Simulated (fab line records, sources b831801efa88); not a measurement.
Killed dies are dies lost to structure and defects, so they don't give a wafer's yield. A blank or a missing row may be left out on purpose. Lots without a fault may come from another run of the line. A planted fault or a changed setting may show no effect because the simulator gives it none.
fab line records | flow gf180mcu
record lots=6 wafers=18 last_day=34
route steps=602 shown V4@483 PASSIVATION@602
lots that met no fault: from a run of the same line without faults
start_h: hours from the record's first day to the start of the lot's first wafer shown | wait_h: hours since the lot's step before | " the same as in the row above | L1.1+2: a row that stands for several wafers | - no value, or no start given | * or withheld: withheld | < > ~ a bound
route shown NAME@n: a module of which the file shows steps, and the number in the route of the first | usual: mean/standard deviation of fault-free wafers | same: alike in all rows | chamber/n: place in a boat | sites: the reading at each site | _std_site: their standard deviation | _edge_site: outer sites' mean less inner sites' | radius_mm: how far each site lies from the wafer's centre | mask NAME#n: copy n | behind: the tool/chamber that last shaped the wafer | hold: why the lot was held/for how many hours/how that ended | device: the transistor (n, p or np) that didn't switch | end of line: the same wafers' tests at the end of the route | a step without rows: its recipe alone | killed: dies lost to structure and defects at the first sort, not the wafer's yield | map: a wafer's dies, x killed, . not, _ none there
set.NAME: the setting as run; set.NAME@STEP: as run at that earlier step | model.NAME: the simulator's own value behind a step, which no gauge read
lots at some steps of the route; a table a step, a row a wafer
services: from which hour (start_h, from the record's first day; less than 0 if before it) a tool's chamber was out of use, for how many hours, and why
## steps
# step GF_V4_HMDS_07
# recipe prime_time_s=60 prime_temp_c=120
# step GF_V4_COAT_08
# recipe resist=BARC temp_c=withheld time_s=withheld spin_rpm=withheld resist_thk_nm=withheld
# step GF_V4_COAT_09
# recipe resist=KrF spin_rpm=withheld resist_thk_nm=1000
# step GF_V4_SOFTBAKE_10
# recipe temp_c=130 time_s=60 resist=KrF
# step GF_V4_EXPOSE_11
# recipe mask_id=Via4 target_cd_nm=260 na=0.68 source_shape=conventional sigma_outer=0.6 dose_mj=38
# step GF_V4_PEB_12
# recipe peb_temp_c=135 peb_time_s=90 resist=KrF
# step GF_V4_DEVELOP_13
# recipe develop_time_s=60 resist=KrF dev_temp_c=21
# step GF_V4_CD_MEAS_14
# recipe target_cd_nm=260
# usual cd_nm=260.0/1.1
# columns lot.wafer tool chamber start_h wait_h cd_nm
L102.1 cd_sem-01 - 604.49 0.1 258.8
L102.4 " - " " 259.3
L102.6 " - " " 260.7
L107.1 cd_sem-01 - 655.92 0.1 259.7
L107.5 " - " " 260.5
L107.6 " - " " 259.8
L114.1 cd_sem-02 - 694.12 0.1 259.9
L114.3 " - " " 260.7
L114.4 " - " " 260.9
L115.1 cd_sem-01 - 697.72 0.1 259.7
L115.3 " - " " 260.1
L115.5 " - " " 260.5
L119.1 cd_sem-02 - 719.55 0.1 258.8
L119.4 " - " " 260.0
L119.5 " - " " 259.4
L121.1 cd_sem-02 - 729.39 0.1 259.9
L121.2 " - " " 260.4
L121.4 " - " " 259.9
# step GF_V4_OVL_MEAS_15
# usual V4_OVL=1/5.9
# columns lot.wafer tool chamber start_h wait_h V4_OVL[nm]
L102.1 overlay-02 - 604.61 0.1 6
L102.4 " - " " 7
L102.6 " - " " 11
L107.1 overlay-01 - 656.04 0.1 5
L107.5 " - " " 10
L107.6 " - " " 3
L114.1 overlay-01 - 694.24 0.1 -1
L114.3 " - " " 2
L114.4 " - " " 1
L115.1 overlay-02 - 697.84 0.1 9
L115.3 " - " " 5
L115.5 " - " " 10
L119.1 overlay-01 - 719.67 0.1 -2
L119.4 " - " " -3
L119.5 " - " " -2
L121.1 overlay-01 - 729.51 0.1 3
L121.2 " - " " 3
L121.4 " - " " 10
# step GF_V4_ETCH_16
# recipe chemistry=N2/H2 target_depth_a=withheld overetch_a=withheld time_s=withheld target=BARC ion_energy_ev=200 source_w=500 bias_w=100 pressure_mtorr=30 n2_flow_sccm=100 h2_flow_sccm=200
# usual drypump_motor_current_A=5.9/0.49 oes_product_au=0.855/0.0053 throttle_valve_pct=13.224/0.0087
# columns lot.wafer tool chamber start_h wait_h drypump_motor_current_A oes_product_au throttle_valve_pct
L102.1 rie_diel-02 2 604.65 0.0 5.1 0.857 13.207
L102.4 " 1 " " 6.4 0.852 13.233
L102.6 " 3 " " 6.0 0.854 13.233
L107.1 rie_diel-03 3 656.08 0.0 6.4 0.857 13.226
L107.5 " 3 " " 6.4 0.860 13.231
L107.6 " 0 " " 6.2 0.857 13.226
L114.1 rie_diel-02 2 694.28 0.0 5.1 0.860 13.221
L114.3 " 0 " " 5.5 0.855 13.237
L114.4 " 1 " " 6.4 0.855 13.233
L115.1 rie_diel-01 1 697.88 0.0 6.2 0.860 13.212
L115.3 " 3 " " 6.5 0.859 13.224
L115.5 " 1 " " 6.3 0.860 13.232
L119.1 rie_diel-03 1 719.71 0.0 5.1 0.862 13.241
L119.4 " 0 " " 6.2 0.863 13.218
L119.5 " 1 " " 5.1 0.860 13.234
L121.1 rie_diel-03 0 729.55 0.0 6.2 0.861 13.221
L121.2 " 1 " " 5.1 0.857 13.229
L121.4 " 1 " " 5.1 0.848 13.213
# step GF_V4_ETCH_17
# recipe chemistry=C4F8/O2/Ar mask_material=KrF target=SiO2 stop_on=TiN source_w=1500 bias_w=1200 pressure_mtorr=40 c4f8_flow_sccm=withheld O2_flow_sccm=6 Ar_flow_sccm=300 time_s=withheld target_depth_a=6300
# usual oes_product_au=0.856/0.0049
# columns lot.wafer tool chamber start_h wait_h oes_product_au
L102.1 rie_diel-02 2 - - 0.851
L102.4 " 1 " " 0.865
L102.6 " 3 " " 0.853
L107.1 rie_diel-03 3 - - 0.857
L107.5 " 3 " " 0.852
L107.6 " 0 " " 0.853
L114.1 rie_diel-02 2 - - 0.867
L114.3 " 0 " " 0.854
L114.4 " 1 " " 0.856
L115.1 rie_diel-01 1 - - 0.854
L115.3 " 3 " " 0.861
L115.5 " 1 " " 0.852
L119.1 rie_diel-03 1 - - 0.858
L119.4 " 0 " " 0.866
L119.5 " 1 " " 0.860
L121.1 rie_diel-03 0 - - 0.855
L121.2 " 1 " " 0.857
L121.4 " 1 " " 0.844
# step GF_V4_STRIP_18
# recipe chemistry=O2/N2 power_w=1400 pressure_mtorr=1500 platen_temp_c=250 o2_flow_sccm=3000 n2_flow_sccm=300 overash_fraction=0.5
# usual chamber_pressure_mTorr=1500.0/1.2 drypump_motor_current_A=5.41/0.24 heater_power_w=306/32 oes_product_au=0.593/0.0048
# columns lot.wafer tool chamber start_h wait_h chamber_pressure_mTorr drypump_motor_current_A heater_power_w oes_product_au rf_hours_counter_h
L102.1 plasma_asher-03 0 604.78 - 1502.1 5.03 310 0.591 84
L102.4 " 1 " " 1498.8 5.57 374 0.591 -
L102.6 " 0 " " 1500.3 5.04 320 0.597 -
L107.1 plasma_asher-03 1 656.21 - 1501.1 5.54 367 0.593 89
L107.5 " 1 " " 1501.2 5.58 358 0.592 -
L107.6 " 0 " " 1500.7 5.01 313 0.590 -
L114.1 plasma_asher-03 0 694.41 - 1498.5 5.01 314 0.592 93
L114.3 " 1 " " 1498.2 5.55 369 0.598 -
L114.4 " 0 " " 1501.5 5.02 317 0.601 -
L115.1 plasma_asher-03 0 698.01 - 1498.8 5.01 314 0.597 93
L115.3 " 0 " " 1501.4 5.03 315 0.588 -
L115.5 " 0 " " 1499.7 5.01 318 0.588 -
L119.1 plasma_asher-04 1 719.84 - 1497.9 5.79 264 0.598 30
L119.4 " 0 " " 1502.1 5.32 314 0.599 -
L119.5 " 1 " " 1502.9 5.79 274 0.592 -
L121.1 plasma_asher-04 0 729.68 - 1501.2 5.31 316 0.597 31
L121.2 " 1 " " 1498.8 5.78 267 0.590 31
L121.4 " 1 " " 1499.5 5.80 264 0.593 -
# step GF_V4_STRIP_19
# recipe chemistry=post_etch_residue_remover time_s=1200 temp_c=72.5
# usual bath_guard_temp_C=72.6/0.4 bath_heat_duty_pct=14.0/1
# columns lot.wafer tool chamber start_h wait_h bath_guard_temp_C bath_heat_duty_pct
L102.1 wet_bench-04 2 604.88 0.1 72.6 15.2
L102.4 " 2 " " 73.0 16.0
L102.6 " 2 " " 73.0 15.3
L107.1 wet_bench-03 0 656.31 0.1 72.6 14.2
L107.5 " 0 " " 72.7 13.1
L107.6 " 0 " " 72.5 13.7
L114.1 wet_bench-04 3 694.51 0.1 - -
L114.3 " 3 " " - -
L114.4 " 3 " " - -
L115.1 wet_bench-04 3 698.11 0.1 - -
L115.3 " 3 " " - -
L115.5 " 3 " " - -
L119.1 wet_bench-03 0 719.94 0.1 73.2 12.9
L119.4 " 0 " " 72.6 12.0
L119.5 " 0 " " 72.9 14.0
L121.1 wet_bench-03 1 729.78 0.1 71.7 13.7
L121.2 " 1 " " 72.5 13.9
L121.4 " 1 " " 72.4 14.3
# step GF_V4_CLEAN_20
# recipe chemistry=DIW dry=n2_spin
# step GF_PASSIVATION_PROBE_99
# columns lot.wafer tool chamber start_h wait_h model.etest.via4_chain.rc_ohm
L102.1 prober-02 - 710.07 0.1 6.483
L102.4 prober-02 - 710.22 0.2 6.646
L102.6 prober-02 - 710.32 0.2 6.558
L107.1 prober-01 - 756.07 0.1 6.149
L107.5 prober-01 - 756.27 0.2 6.409
L107.6 prober-01 - 756.32 0.2 6.586
L114.1 prober-02 - 787.54 0.1 7.71
L114.3 prober-02 - 787.64 0.2 7.434
L114.4 prober-02 - 787.69 0.2 7.732
L115.1 prober-01 - 792.62 0.1 7.561
L115.3 prober-01 - 792.72 0.2 8.126
L115.5 prober-01 - 792.82 0.2 7.767
L119.1 prober-01 - 810.23 0.1 6.427
L119.4 prober-01 - 810.38 0.2 6.519
L119.5 prober-01 - 810.43 0.2 6.464
L121.1 prober-02 - 819.71 0.1 6.565
L121.2 prober-02 - 819.76 0.1 6.627
L121.4 prober-02 - 819.86 0.2 6.06
# killed by level:class
L102.1 V5:geometric_particle:open=10 V4:geometric_particle:open=7 CONTACT:geometric_particle:open=5 V1:geometric_particle:open=5 STI:geometric_particle:short=4 M1:geometric_particle:short=4 V2:geometric_particle:open=3 M3:geometric_particle:short=3
L102.4 V3:geometric_particle:open=7 V1:geometric_particle:short=6 V2:geometric_particle:short=5 CONTACT:geometric_particle:open=3 V1:geometric_particle:open=3 V5:geometric_particle:open=3 STI:geometric_particle:open=2 M2:geometric_particle:short=2
L102.6 V4:geometric_particle:open=7 CONTACT:geometric_particle:open=5 STI:geometric_particle:open=4 STI:geometric_particle:short=4 CONTACT:geometric_particle:short=4 V5:geometric_particle:short=4 M4:geometric_particle:short=3 V1:geometric_particle:open=3
L107.1 CONTACT:geometric_particle:short=6 V4:geometric_particle:open=5 V3:geometric_particle:open=4 STI:geometric_particle:short=3 CONTACT:geometric_particle:open=3 V5:geometric_particle:open=3 STI:geometric_particle:open=2 V1:geometric_particle:short=2
L107.5 M2:geometric_particle:short=5 CONTACT:geometric_particle:short=4 V4:geometric_particle:open=4 M5:geometric_particle:short=4 V2:geometric_particle:short=3 CONTACT:geometric_particle:open=3 V4:geometric_particle:short=3 V5:geometric_particle:open=3
L107.6 V3:geometric_particle:open=5 V4:geometric_particle:open=5 V1:geometric_particle:open=4 V5:geometric_particle:short=4 V4:geometric_particle:short=3 V5:geometric_particle:open=3 CONTACT:geometric_particle:open=2 CONTACT:geometric_particle:short=2
L119.1 V3:geometric_particle:open=6 V4:geometric_particle:open=5 M1:geometric_particle:short=4 V4:geometric_particle:short=4 V5:geometric_particle:short=4 STI:geometric_particle:open=3 CONTACT:geometric_particle:open=3 V5:geometric_particle:open=3
L119.4 M1:geometric_particle:short=4 V2:geometric_particle:open=4 V4:geometric_particle:open=4 CONTACT:geometric_particle:open=2 V5:geometric_particle:open=2 V1:geometric_particle:short=2 V1:geometric_particle:open=2 STI:geometric_particle:open=1
L119.5 V2:geometric_particle:open=6 STI:geometric_particle:open=5 V5:geometric_particle:open=5 STI:geometric_particle:short=4 V4:geometric_particle:open=4 CONTACT:geometric_particle:short=3 CONTACT:geometric_particle:open=3 V3:geometric_particle:open=3
L121.1 V1:geometric_particle:open=7 V5:geometric_particle:open=7 STI:geometric_particle:open=4 V1:geometric_particle:short=4 V5:geometric_particle:short=4 CONTACT:geometric_particle:open=3 V4:geometric_particle:open=3 STI:geometric_particle:short=2
L121.2 V5:geometric_particle:open=8 STI:geometric_particle:open=7 V1:geometric_particle:open=4 V2:geometric_particle:short=4 V4:geometric_particle:open=4 M4:geometric_particle:short=3 V4:geometric_particle:short=3 STI:geometric_particle:short=2
L121.4 V1:geometric_particle:open=7 V3:geometric_particle:open=5 V4:geometric_particle:open=5 CONTACT:geometric_particle:open=3 V3:geometric_particle:short=3 V5:geometric_particle:short=3 V5:geometric_particle:open=3 STI:geometric_particle:short=2
## services
# columns tool chamber start_h hours kind
plasma_asher-04 - 585.54 4.9 repair
rie_diel-02 0 598.17 12.9 repair
rie_diel-01 - 610.47 2.8 pm
wet_bench-04 - 618.19 1.9 repair
rie_diel-01 3 642.65 1.6 repair
rie_diel-01 2 654.44 - clean
rie_diel-01 2 654.44 10.0 scheduled_down
rie_diel-01 2 654.44 10.0 vent_cycle
rie_diel-01 - 667.53 0.8 repair
rie_diel-01 1 695.38 1.9 repair
rie_diel-01 2 708.80 6.6 repair
rie_diel-01 3 709.29 9.0 repair
rie_diel-03 2 719.27 - clean
rie_diel-03 2 719.27 17.7 scheduled_down
rie_diel-03 2 719.27 17.7 vent_cycle
rie_diel-02 0 726.90 3.0 repair
## key
first_sign step=GF_V4_STRIP_19 reading=tool_record direction=missing
effect none on later readings
model_effect step=GF_PASSIVATION_PROBE_99 value=etest.via4_chain.rc_ohm without=6.34 struck=7.722
met_at GF_V4_STRIP_19
struck_wafers L114.1,L114.3,L114.4,L115.1,L115.3,L115.5
sort_left_out L114.1,L114.3,L114.4,L115.1,L115.3,L115.5
onset_between 604.88 694.51
fault kind=skipped_step_whole tool=wet_bench-04 chamber=- onset_h=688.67 steps=GF_V4_STRIP_19 scope=struck_lots_only
# sort_left_out: the simulated sort isn't trusted on such a fault, so these wafers' sort isn't shown, and their yield isn't known
